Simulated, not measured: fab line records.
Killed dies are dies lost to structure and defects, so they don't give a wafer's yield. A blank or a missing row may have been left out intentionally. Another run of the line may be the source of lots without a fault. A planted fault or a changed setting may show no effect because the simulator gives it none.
fab line records | flow sky130
[record] lots = 15 wafers = 45 last_day = 50
route steps=708 shown VIA1@470 METAL2@499 VIA2@507 PAD_OPEN@708
lots untouched by any fault: they come from a run of this same line in which no faults occurred
start_h: the number of hours between the record's first day and the start of the first shown wafer of the lot | wait_h: hours elapsed since this lot's preceding step | " unchanged from the row above | L1.1+2: a single row standing in for several wafers | - either no value or no given start | * or withheld: withheld | < > ~ a bound
route shown NAME@n: NAME is a module with steps in the file, n the number in the route of the first one | usual: the fault-free wafers' mean and standard deviation | same: alike in all rows | chamber/n: place in a boat | sites: readings site by site | _std_site: standard deviation across them | _edge_site: the outer-site mean with the inner-site mean subtracted | radius_mm: for every site, how far away it sits from the centre of the wafer | mask NAME#n: copy n | behind: tool/chamber where the wafer was last shaped | hold: the reason the lot was held/the length of the hold in hours/how it ended | device: transistor that didn't switch, given as n, p or np | end of line: at the end of the route, the tests of the same wafers | a step without rows: its recipe alone | killed: count of dies lost to structure and defects at first sort (not the wafer's yield) | map: a wafer's dies, x killed, . not, _ none there
set.NAME: setting as actually run; set.NAME@STEP: the setting as run at that earlier step | model.NAME: the simulator's own value behind a step, which no gauge read
steps of the route over a sample of lots; a table a step, a row a wafer
services: from which hour (start_h, from the record's first day; less than 0 if before it) a tool's chamber was out of use, for how many hours, and why
[[steps]]
[step SKY_VIA1_CD_MEAS_12]
[recipe] target_cd_nm = 150
[usual] cd_nm = 149.5/1.8
// columns lot.wafer tool chamber start_h wait_h cd_nm
L573.2 cd_sem-02 - 789.12 - 152.0
L573.3 " - " " 151.1
L573.6 " - " " 152.2
L574.1 cd_sem-01 - 790.99 - 149.5
L574.3 " - " " 149.2
L574.4 " - " " 149.4
L575.1 cd_sem-01 - 793.32 - 149.2
L575.2 " - " " 149.2
L575.5 " - " " 149.9
L576.3 cd_sem-02 - 815.59 - 149.8
L576.4 " - " " 148.1
L576.5 " - " " 149.5
L581.1 cd_sem-01 - 891.57 - 148.1
L581.2 " - " " 149.2
L581.5 " - " " 149.4
L583.3 cd_sem-02 - 892.98 - 151.3
L583.4 " - " " 151.8
L583.6 " - " " 151.6
L580.1 cd_sem-01 - 895.77 - 148.2
L580.2 " - " " 149.4
L580.4 " - " " 148.7
L584.3 cd_sem-02 - 896.14 - 149.2
L584.5 " - " " 149.7
L584.6 " - " " 147.5
L582.1 cd_sem-01 - 896.80 - 147.9
L582.3 " - " " 148.5
L582.5 " - " " 146.7
L585.1 cd_sem-01 - 897.09 - 152.1
L585.2 " - " " 153.0
L585.3 " - " " 153.7
L587.1 cd_sem-02 - 897.44 - 150.4
L587.2 " - " " 152.4
L587.4 " - " " 150.2
L588.1 cd_sem-02 - 897.92 - 146.7
L588.2 " - " " 148.3
L588.4 " - " " 144.5
L590.1 cd_sem-02 - 913.82 - 152.7
L590.3 " - " " 153.8
L590.5 " - " " 152.7
L594.1 cd_sem-01 - 936.80 - 150.9
L594.3 " - " " 149.7
L594.5 " - " " 150.4
L595.1 cd_sem-01 - 972.89 - 146.2
L595.3 " - " " 148.6
L595.5 " - " " 146.8
[step SKY_METAL2_OVL_MEAS_16]
[usual] METAL2_OVL = 1/5.2
// columns lot.wafer tool chamber start_h wait_h METAL2_OVL[nm]
L573.2 overlay-02 - 816.79 0.1 0
L573.3 " - " " 9
L573.6 " - " " 2
L574.1 overlay-01 - 819.16 0.1 0
L574.3 " - " " 0
L574.4 " - " " 3
L575.1 overlay-02 - 821.81 0.1 1
L575.2 " - " " 7
L575.5 " - " " -2
L576.3 overlay-01 - 842.91 0.1 4
L576.4 " - " " 15
L576.5 " - " " -3
L581.1 overlay-01 - 919.08 0.1 -3
L581.2 " - " " -7
L581.5 " - " " -8
L583.3 overlay-01 - 920.99 0.1 4
L583.4 " - " " 3
L583.6 " - " " 3
L580.1 overlay-02 - 922.63 0.1 6
L580.2 " - " " -1
L580.4 " - " " 2
L584.3 overlay-02 - 922.99 0.1 -2
L584.5 " - " " 4
L584.6 " - " " -1
L582.1 overlay-02 - 924.11 0.1 6
L582.3 " - " " -11
L582.5 " - " " -4
L585.1 overlay-01 - 924.63 0.1 -4
L585.2 " - " " 4
L585.3 " - " " 5
L587.1 overlay-01 - 925.07 0.1 -7
L587.2 " - " " -1
L587.4 " - " " 5
L588.1 overlay-01 - 925.42 0.1 -4
L588.2 " - " " 11
L588.4 " - " " 6
L590.1 overlay-02 - 940.48 0.1 1
L590.3 " - " " -9
L590.5 " - " " 4
L594.1 overlay-01 - 961.72 0.1 -5
L594.3 " - " " -4
L594.5 " - " " -2
L595.1 overlay-01 - 997.93 0.1 2
L595.3 " - " " 4
L595.5 " - " " 5
[step SKY_VIA2_HDPCVD_00]
[recipe] material = SiO2 target_thk_nm = 1180 sigma_open_frac = 0.3 time_s = 196.7 temp_c = 400 sih4_flow_sccm = 60 pressure_mtorr = 6
[usual] pressure_mtorr = 6.003/0.011 run_length_s = 224.6/0.55
// columns lot.wafer tool chamber start_h wait_h pressure_mtorr run_length_s
L573.2 hdpcvd-02 2 817.63 0.0 6.009 224.3
L573.3 " 1 " " 6.012 224.9
L573.6 " 2 " " 6.005 225.3
L574.1 hdpcvd-01 2 820.01 0.0 6.012 224.5
L574.3 " 1 " " 6.007 224.5
L574.4 " 0 " " 5.987 224.0
L575.1 hdpcvd-01 0 822.62 0.0 6.005 223.6
L575.2 " 2 " " 5.997 225.3
L575.5 " 0 " " 5.986 224.3
L576.3 hdpcvd-01 1 843.71 0.0 6.000 224.8
L576.4 " 2 " " 6.025 224.4
L576.5 " 0 " " 6.002 223.6
L581.1 hdpcvd-01 1 919.90 0.0 5.996 224.4
L581.2 " 2 " " 5.989 224.3
L581.5 " 2 " " 5.984 224.7
L583.3 hdpcvd-02 2 921.79 0.0 6.010 224.6
L583.4 " 0 " " 6.014 223.9
L583.6 " 2 " " 6.022 225.0
L580.1 hdpcvd-02 2 923.48 0.0 6.012 224.5
L580.2 " 1 " " 6.005 225.5
L580.4 " 2 " " 6.007 225.0
L584.3 hdpcvd-01 1 923.86 0.1 6.008 224.7
L584.5 " 2 " " 6.007 224.5
L584.6 " 1 " " 6.017 224.5
L582.1 hdpcvd-02 2 924.97 0.0 5.987 225.0
L582.3 " 1 " " 5.997 225.2
L582.5 " 2 " " 6.007 224.9
L585.1 hdpcvd-02 1 925.48 0.0 - -
L585.2 " 0 " " - -
L585.3 " 2 " " - -
L587.1 hdpcvd-02 1 925.93 0.0 - -
L587.2 " 0 " " - -
L587.4 " 1 " " - -
L588.1 hdpcvd-01 1 926.28 0.0 - -
L588.2 " 2 " " - -
L588.4 " 2 " " - -
L590.1 hdpcvd-02 1 941.61 0.0 6.016 224.9
L590.3 " 1 " " 5.998 224.9
L590.5 " 0 " " 5.992 223.9
L594.1 hdpcvd-01 0 963.03 0.0 5.983 223.9
L594.3 " 1 " " 6.009 224.6
L594.5 " 2 " " 5.974 224.4
L595.1 hdpcvd-01 2 998.75 0.0 5.985 225.0
L595.3 " 1 " " 6.004 224.8
L595.5 " 2 " " 6.001 224.3
[step SKY_VIA2_OVL_MEAS_13]
[usual] VIA2_OVL = -1/6.3
// columns lot.wafer tool chamber start_h wait_h VIA2_OVL[nm]
L573.2 overlay-02 - 844.14 0.1 14
L573.3 " - " " 7
L573.6 " - " " 18
L574.1 overlay-01 - 846.34 0.1 -4
L574.3 " - " " -5
L574.4 " - " " -6
L575.1 overlay-02 - 848.62 0.1 -5
L575.2 " - " " -3
L575.5 " - " " -5
L576.3 overlay-02 - 870.42 0.1 -14
L576.4 " - " " 4
L576.5 " - " " -2
L581.1 overlay-01 - 945.87 0.1 -10
L581.2 " - " " 8
L581.5 " - " " -1
L583.3 overlay-02 - 947.44 0.1 -2
L583.4 " - " " -4
L583.6 " - " " -1
L580.1 overlay-01 - 948.93 0.1 0
L580.2 " - " " -2
L580.4 " - " " -3
L584.3 overlay-01 - 949.80 0.1 7
L584.5 " - " " 2
L584.6 " - " " -11
L582.1 overlay-01 - 950.44 0.1 -5
L582.3 " - " " -13
L582.5 " - " " -6
L590.1 overlay-02 - 965.74 0.1 -4
L590.3 " - " " -3
L590.5 " - " " -4
L594.1 overlay-01 - 987.14 0.1 4
L594.3 " - " " 7
L594.5 " - " " 8
L595.1 overlay-01 - 1022.88 0.1 4
L595.3 " - " " 2
L595.5 " - " " 2
[step SKY_PAD_OPEN_PROBE_99]
[usual] defect_limited_yield = 82.5/2 killed_at_M0_to_M3 = 43/7.3 killed_at_M4_up = 3.5/2.2 killed_at_contacts = 24/5.3 killed_at_front_end = 15/4.2 killed_at_other = 0.3/0.67 killed_dies = 86/9.8 killed_open = 47/7.2 killed_short = 39/6.5 sort_bin_3_pad_short = 0.9/0.42 sort_bin_5_function = 10.4/1.5 sort_bin_6_memory = 6.3/1.2 sort_bin_8_speed = 0.00/0.038 sort_n_pass = 406/9.9 sort_yield_pct = 82.5/2
[same] gross_dies = 492 killed_at_back_side = 0 sort_bin_4_leakage[%] = 0
// columns lot.wafer tool chamber start_h wait_h defect_limited_yield[%] killed_at_M0_to_M3 killed_at_M4_up killed_at_contacts killed_at_front_end killed_at_other killed_dies killed_open killed_short sort_bin_3_pad_short[%] sort_bin_5_function[%] sort_bin_6_memory[%] sort_bin_8_speed[%] sort_n_pass sort_yield_pct[%]
L581.1 prober-02 - 1150.50 0.1 81.1 46 2 27 17 1 93 56 37 0.8 12.4 5.7 0 399 81.1
L581.2 prober-02 - 1150.55 0.1 85.4 24 4 25 19 0 72 41 31 1.0 7.9 5.7 0 420 85.4
L581.5 prober-02 - 1150.70 0.2 82.1 43 4 26 15 0 88 47 41 1.2 9.1 7.5 0 404 82.1
L583.3 prober-02 - 1154.21 0.2 83.7 44 4 24 6 2 80 50 30 0.4 10.0 5.9 0 412 83.7
L583.4 prober-02 - 1154.26 0.2 85.0 35 12 18 7 2 74 42 29 0.6 10.2 4.3 0 418 85.0
L583.6 prober-02 - 1154.36 0.2 81.7 44 1 29 15 1 90 46 42 0.4 10.4 7.5 0 402 81.7
L594.1 prober-02 - 1184.37 0.1 86.8 36 2 14 13 0 65 36 29 1.2 8.7 3.3 0 427 86.8
L594.3 prober-02 - 1184.47 0.2 81.5 52 2 21 16 0 91 48 43 1.0 10.0 7.5 0 401 81.5
L594.5 prober-02 - 1184.57 0.2 79.3 48 3 32 18 1 102 51 50 1.8 12.6 6.3 0 390 79.3
// killed by level:class
L581.1 VIA1:geometric_particle:open=13 VIA3:geometric_particle:open=10 CONTACT:geometric_particle:open=9 CONTACT:geometric_particle:short=7 FIELD_ISO:geometric_particle:open=6 FIELD_ISO:geometric_particle:short=6 LI_CONTACT:geometric_particle:open=6 METAL2:geometric_particle:short=5
L581.2 CONTACT:geometric_particle:open=10 LI_CONTACT:geometric_particle:open=8 FIELD_ISO:geometric_particle:short=7 FIELD_ISO:geometric_particle:open=5 POLY_GATE:geometric_particle:open=4 LOCAL_INTERCONNECT:geometric_particle:short=3 METAL1:geometric_particle:short=3 VIA1:geometric_particle:open=3
L581.5 VIA1:geometric_particle:open=13 CONTACT:geometric_particle:open=11 FIELD_ISO:geometric_particle:short=7 LI_CONTACT:geometric_particle:open=7 VIA2:geometric_particle:open=6 METAL2:geometric_particle:short=5 VIA3:geometric_particle:open=5 FIELD_ISO:geometric_particle:open=4
L583.3 VIA1:geometric_particle:open=17 CONTACT:geometric_particle:open=11 VIA2:geometric_particle:open=6 METAL1:geometric_particle:short=5 LI_CONTACT:geometric_particle:open=4 LOCAL_INTERCONNECT:geometric_particle:short=4 VIA3:geometric_particle:open=4 METAL2:geometric_particle:short=4
L583.4 VIA1:geometric_particle:open=12 CONTACT:geometric_particle:open=7 LI_CONTACT:geometric_particle:open=5 METAL1:geometric_particle:short=4 METAL2:geometric_particle:short=4 CONTACT:geometric_particle:short=3 VIA2:geometric_particle:open=3 METAL3:geometric_particle:short=3
L583.6 CONTACT:geometric_particle:open=12 METAL3:geometric_particle:short=9 VIA1:geometric_particle:open=9 CONTACT:geometric_particle:short=7 VIA2:geometric_particle:open=7 POLY_GATE:geometric_particle:open=5 VIA1:geometric_particle:short=5 LI_CONTACT:geometric_particle:open=5
L594.1 POLY_GATE:geometric_particle:open=6 VIA1:geometric_particle:open=6 VIA2:geometric_particle:open=5 VIA1:geometric_particle:short=5 VIA3:geometric_particle:open=5 CONTACT:geometric_particle:short=4 CONTACT:geometric_particle:open=4 METAL1:geometric_particle:short=4
L594.3 VIA1:geometric_particle:open=11 VIA2:geometric_particle:open=7 VIA1:geometric_particle:short=7 CONTACT:geometric_particle:short=6 CONTACT:geometric_particle:open=6 POLY_GATE:geometric_particle:open=5 METAL2:geometric_particle:open=5 VIA3:geometric_particle:open=5
L594.5 CONTACT:geometric_particle:open=14 LI_CONTACT:geometric_particle:open=9 VIA1:geometric_particle:open=8 METAL2:geometric_particle:short=8 VIA1:geometric_particle:short=7 FIELD_ISO:geometric_particle:open=6 FIELD_ISO:geometric_particle:short=6 LI_CONTACT:geometric_particle:short=5
[[services]]
// columns tool chamber start_h hours kind
hdpcvd-01 - 809.49 2.8 pm
hdpcvd-02 - 826.08 1.0 repair
hdpcvd-01 0 918.83 8.8 repair
hdpcvd-02 2 937.80 4.6 repair
hdpcvd-01 - 939.48 6.0 pm
hdpcvd-02 - 950.25 15.0 pm
hdpcvd-02 0 950.25 15.0 vent_cycle
hdpcvd-02 1 950.25 15.0 vent_cycle
hdpcvd-02 2 950.25 15.0 vent_cycle
hdpcvd-02 0 965.25 - clean
hdpcvd-02 1 965.25 - clean
hdpcvd-02 2 965.25 - clean
[[key]]
[first_sign] step = SKY_VIA2_HDPCVD_00 reading = tool_record direction = missing
effect none on later readings
met_at SKY_VIA2_HDPCVD_00
struck_lots L585,L587,L588
scrapped_behind SKY_VIA2_THK_MEAS_01 L585.1,L585.2,L585.3,L587.1,L587.2,L587.4,L588.1,L588.2,L588.4
not_acting_at SKY_VIA1_CD_MEAS_12,SKY_METAL2_OVL_MEAS_16,SKY_VIA2_OVL_MEAS_13
onset_between 924.97 925.48
[fault] kind = skipped_step_whole tool = hdpcvd-01,hdpcvd-02 chamber = - onset_h = 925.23 steps = SKY_VIA2_HDPCVD_00 scope = struck_lots_only
